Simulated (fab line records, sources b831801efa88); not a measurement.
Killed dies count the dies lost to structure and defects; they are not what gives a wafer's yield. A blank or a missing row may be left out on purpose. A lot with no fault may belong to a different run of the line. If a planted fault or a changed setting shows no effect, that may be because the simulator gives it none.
A struck lot beside a sound one | flow sky130 | 28 steps out of a route of 708
Sound: the wafers L323.2, L323.3, L323.5. Wafers L335.1, L335.2, L335.3 were the ones struck. At the end, the cause is stated.
Order at every step that has rows: each side's tool, ch and its chambers, its first start. Under that, the readings that differ: sound wafers | struck wafers | difference of the means | sigmas: that difference in standard deviations of wafers without a fault.
alike: a reading whose means differ by less than 2 such deviations, as well as words and numbers matching on both sides. not compared: withheld readings; readings where some wafer has no value; bounds like >300 that might hide an equal value; numbers whose values overlap and for which the record gives no deviation.
Wherever a step has rows on one side only, a row that says differs or no value, or a row with sigmas, the two part there. Numbers that have no deviation but don't overlap get no sigmas and don't part them. A reading missing from all wafers of one side parts the sides only when that side holds two or more wafers.

first, 5 steps without rows for these wafers: SKY_SONOS_ONO_COAT_08 (resist thk 1140 nm); SKY_SONOS_ONO_SOFTBAKE_09 (time 60 s); SKY_SONOS_ONO_EXPOSE_10 (exposes mask ONOM, target cd 410 nm); SKY_SONOS_ONO_PEB_11; SKY_SONOS_ONO_DEVELOP_12 (develop time 60 s).
SKY_SONOS_ONO_CD_MEAS_13 targets a cd of 410 nm.
  sound on cd sem-02 at day 13 12:48; struck on cd sem-02 at day 17 07:35
  alike: cd nm
SKY_SONOS_ONO_OVL_MEAS_14:
  sound on overlay-01 at day 13 12:55; struck on overlay-02 at day 17 07:42
  alike: SONOS_ONO_OVL
SKY_SONOS_ONO_ETCH_15: etches the open film in CHF3/O2, target depth 19.52 nm, time 7.8 s.
  sound on rie diel-04 ch 0,1, day 13 12:56; struck on rie diel-01 ch 0,2,3, day 17 07:44
  alike: drypump motor current A, oes product au, throttle valve pct
  not compared: rf hours counter h
then, 1 step without rows for these wafers: SKY_SONOS_ONO_WET_ETCH_16 (etches SiO2 in dHF, target depth 14 nm, time 280 s).
SKY_SONOS_ONO_STRIP_17: strips in O2/N2.
  sound on plasma asher-04 ch 0,1, day 13 13:02; struck on plasma asher-04 ch 0,1, day 17 07:50
  alike: drypump motor current A, oes product au, strip time to endpoint s
  not compared: rf hours counter h
then, 2 steps without rows for these wafers: SKY_SONOS_ONO_WET_ETCH_18 (etches Si3N4 in H3PO4, target depth 15 nm, time 172 s); SKY_GATE_OXIDE_CLEAN_00 (cleans in SC1/SC2, time 150 s).
SKY_GATE_OXIDE_OXIDATION_01: stabilise 600 s, purge 300 s, target thk 10.268 nm.
  sound on furnace-02 ch 0, day 13 15:13; struck on furnace-02 ch 0, day 17 08:32
  reading                                           | sound                | struck              | difference | sigmas
  spike tc bottom C (C)                             | 919.6 919.4 918.9    | 894.9 895.4 892.9   | -24.9      | -18
  spike tc centre C (C)                             | 898.4 899.8 898.5    | 873.3 875.3 874.8   | -24.4      | -14
  spike tc lower C (C)                              | 898.7 900.8 901.1    | 877.4 876.2 875.5   | -23.8      | -17
  spike tc top C (C)                                | 911.0 913.0 913.3    | 888.8 888.0 887.5   | -24.3      | -17
  spike tc upper C (C)                              | 899.2 898.0 899.9    | 875.8 873.3 875.0   | -24.3      | -24
  tube center temp C (C)                            | 899.98 900.17 899.92 | 875.8 875.59 875.75 | -24.3      | -99 or more
  tube_center_temp_C_max                            | 902.6 902.6 901.9    | 878.9 878.3 878.1   | -23.9      | -65
  model.SiO2_of_GATE_OXIDE_OXIDATION_01.thk nm (nm) | 10.37 10.37 10.27    | 7.733 7.645 7.911   | -2.574     |
SKY_GATE_OXIDE_THK_MEAS_02:
  sound on film metro-04 at day 13 16:38; struck on film metro-02 at day 17 10:10
  reading                          | sound             | struck         | difference | sigmas
  GATE_OXIDE_OXIDATION_00_THK (nm) | 10.34 10.34 10.24 | 7.73 7.65 7.89 | -2.55      | -13
  not compared: hold
then, 6 steps without rows for these wafers: SKY_GATE_OXIDE_HMDS_04 (prime time 60 s); SKY_GATE_OXIDE_COAT_05 (resist thk 1140 nm); SKY_GATE_OXIDE_SOFTBAKE_06 (time 60 s); SKY_GATE_OXIDE_EXPOSE_07 (exposes mask LVOM, target cd 600 nm); SKY_GATE_OXIDE_PEB_08; SKY_GATE_OXIDE_DEVELOP_09 (develop time 60 s).
SKY_GATE_OXIDE_OVL_MEAS_10:
  sound on overlay-01 at day 14 18:14; struck on overlay-02 at day 18 15:36
  alike: GATE_OXIDE_OVL
then, 2 steps without rows for these wafers: SKY_GATE_OXIDE_IMPLANT_11; SKY_GATE_OXIDE_WET_ETCH_12 (etches SiO2 in dHF, target depth 16.8 nm, time 336 s).
SKY_GATE_OXIDE_STRIP_13: strips in O2/N2.
  sound on plasma asher-03 ch 0,1, day 14 18:32; struck on plasma asher-02 ch 0,1, day 18 15:53
  reading                     | sound       | struck      | difference | sigmas
  drypump motor current A (A) | 5.3 5.3 5.5 | 6.5 6.0 6.5 | +1.0       | +2
  alike: oes product au, strip time to endpoint s
  not compared: rf hours counter h
SKY_GATE_OXIDE_TW_MEAS_14:
  sound on film metro-02 at day 14 18:39; struck on film metro-02 at day 18 16:13
  alike: GATE_OXIDE_TW
  not compared: hold
SKY_GATE_OXIDE_OXIDATION_16: stabilise 600 s, purge 300 s, target thk 3.57 nm.
  sound on furnace-01 ch 0, day 14 19:31; struck on furnace-02 ch 0, day 18 20:49
  reading                                           | sound             | struck            | difference | sigmas
  spike tc bottom C (C)                             | 818.7 816.8 817.5 | 820.0 820.5 821.3 | +2.9       | +2
  model.SiO2_of_GATE_OXIDE_OXIDATION_01.thk nm (nm) | 11.74 11.7 11.62  | 9.305 9.213 9.456 | -2.362     |
  alike: ramp down c per min, spike tc centre C, spike tc lower C, spike tc top C, spike tc upper C, tube center temp C, tube_center_temp_C_max
then, 1 step without rows for these wafers: SKY_POLY_GATE_CVD_00 (deposits poly-Si, target thk 180 nm, time 720 s).
-- the record jumps here: 30 days lie between the struck wafers' starts before and after (it left off in module POLY_GATE and takes up again in module PAD_OPEN, whose first step shown is number 708 of the route) --
SKY_PAD_OPEN_PROBE_99:
  sound on prober-02 at day 46 08:10; struck on prober-02 at day 49 02:51
  reading                                | sound                         | struck                       | difference | sigmas
  model.etest.nfet_16v.r on ohm um       | 1.397e+04 1.392e+04 1.388e+04 | 1.247e+04 1.249e+04 1.27e+04 | -1.370e+03 |
  model.etest.pfet g5v0d10v5.r on ohm um | 4789 4780 4691                | 4250 4208 4337               | -488       |
  model.etest.tip sonos.rs ohm sq        | 2667 2633 2640                | 2226 2215 2229               | -423       |
  model.etest.nfet g5v0d10v5.r on ohm um | 1893 1891 1881                | 1643 1646 1709               | -222       |
  model.etest.nfet g5v0d10v5.drive ua um | 599.2 604.9 606.1             | 745.9 753.7 728.9            | +139.4     |
  model.etest.nfet_05v0_nvt.drive ua um  | 578.5 577 584.7               | 696.4 699.1 682.6            | +112.6     |
  model.etest.pfet_01v8.r on ohm um      | 2948 2878 2928                | 2748 2799 2875               | -111       |
  alike: killed_at_M0_to_M3, killed_at_M4_up, killed at contacts, killed at front end, killed at other, killed dies, killed open, killed short
  not compared: model.etest.pfet_16v.r on ohm um

## WHERE THEY PART
Last at SKY_GATE_OXIDE_OXIDATION_16 as far as this record goes, first at SKY_GATE_OXIDE_OXIDATION_01. Later steps at which nothing parts them and some readings are alike: SKY_PAD_OPEN_PROBE_99.

WHY: what the simulator had put in
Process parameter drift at SKY_GATE_OXIDE_OXIDATION_01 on furnace-02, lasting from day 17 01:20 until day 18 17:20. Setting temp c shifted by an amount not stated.
